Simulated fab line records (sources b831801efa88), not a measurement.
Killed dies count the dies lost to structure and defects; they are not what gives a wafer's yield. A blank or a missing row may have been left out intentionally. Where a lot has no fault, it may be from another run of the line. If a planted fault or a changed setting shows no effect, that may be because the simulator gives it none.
Which of the tools did it? + flow sky130 + 16 wafers from 6 lots sampled at 3 of the route's 708 steps

WHAT THE GAUGES SHOWED, per wafer
SKY_SD_N_RS_MEAS_16: measures by four-point-probe.
| lot  | measured     | on           | SD_N_RS (ohm/sq)  |
|------|--------------|--------------|-------------------|
| L409 | day 28 05:53 | filmMetro-01 | 68.40 68.59 68.31 |
| L412 | day 29 08:47 | filmMetro-01 | 68.40 68.55 68.38 |
| L415 | day 30 08:06 | filmMetro-03 | 68.45 68.61 68.61 |
| L424 | day 33 09:13 | filmMetro-01 | 67.64             |
| L427 | day 34 04:53 | filmMetro-04 | 68.45 68.50 68.48 |
| L431 | day 36 00:10 | filmMetro-04 | 68.46 68.52 68.49 |

WHICH TOOL RAN EACH LOT (tool, then ch and the chambers of the sampled wafers, then the start)
| lot  | SKY_LDD_HVP_STRIP_09                | SKY_SD_N_RTA_14                 |
|------|-------------------------------------|---------------------------------|
| L409 | plasmaAsher-03 ch 0,1, day 21 23:13 | rtpAnneal-01 ch 0, day 28 05:43 |
| L412 | plasmaAsher-03 ch 0,1, day 23 02:53 | rtpAnneal-02 ch 0, day 29 08:37 |
| L415 | plasmaAsher-03 ch 0,1, day 24 05:02 | rtpAnneal-01 ch 0, day 30 07:55 |
| L424 | plasmaAsher-01 ch 1, day 27 10:34   | rtpAnneal-02 ch 0, day 33 08:59 |
| L427 | plasmaAsher-02 ch 0,1, day 28 06:47 | rtpAnneal-01 ch 0, day 34 04:41 |
| L431 | plasmaAsher-01 ch 0,1, day 30 04:23 | rtpAnneal-01 ch 0, day 35 23:56 |
- SKY_LDD_HVP_STRIP_09: strips in O2/N2.
- SKY_SD_N_RTA_14: time 2 s.

THE ANSWER, worked out from the rows above alone
Rule: usual is defined by the lots themselves. The widest of any qualifying gaps counts: lots, ordered by their means at a reading, are off when they make up no more than a third of the lots, leave a main group of 4 or more, and stand apart from it by 3 or more times the standard deviation of that group's means. A main group whose means are all the same, to the digits that the tables above print for the reading, isn't used. A lot without any number at a reading at which 4 lots or more have one is off too. Where the step has rows for the other lots, those lots are counted as sound.
Off: L424, seen at SKY_SD_N_RS_MEAS_16 (SD_N_RS). For the main group the mean is 68.48 ohm/sq and the standard deviation 0.044.
If a tool, at a process step before that reading, ran all the lots that are off and no sound lot after the first of them, it fits. The gauges at SKY_SD_N_RS_MEAS_16 are tried like those tools. 2 tools fit, rtpAnneal-02 at SKY_SD_N_RTA_14 and filmMetro-01 at SKY_SD_N_RS_MEAS_16, so this cannot tell which one it is.

WHAT THE SIMULATOR HAD INSERTED
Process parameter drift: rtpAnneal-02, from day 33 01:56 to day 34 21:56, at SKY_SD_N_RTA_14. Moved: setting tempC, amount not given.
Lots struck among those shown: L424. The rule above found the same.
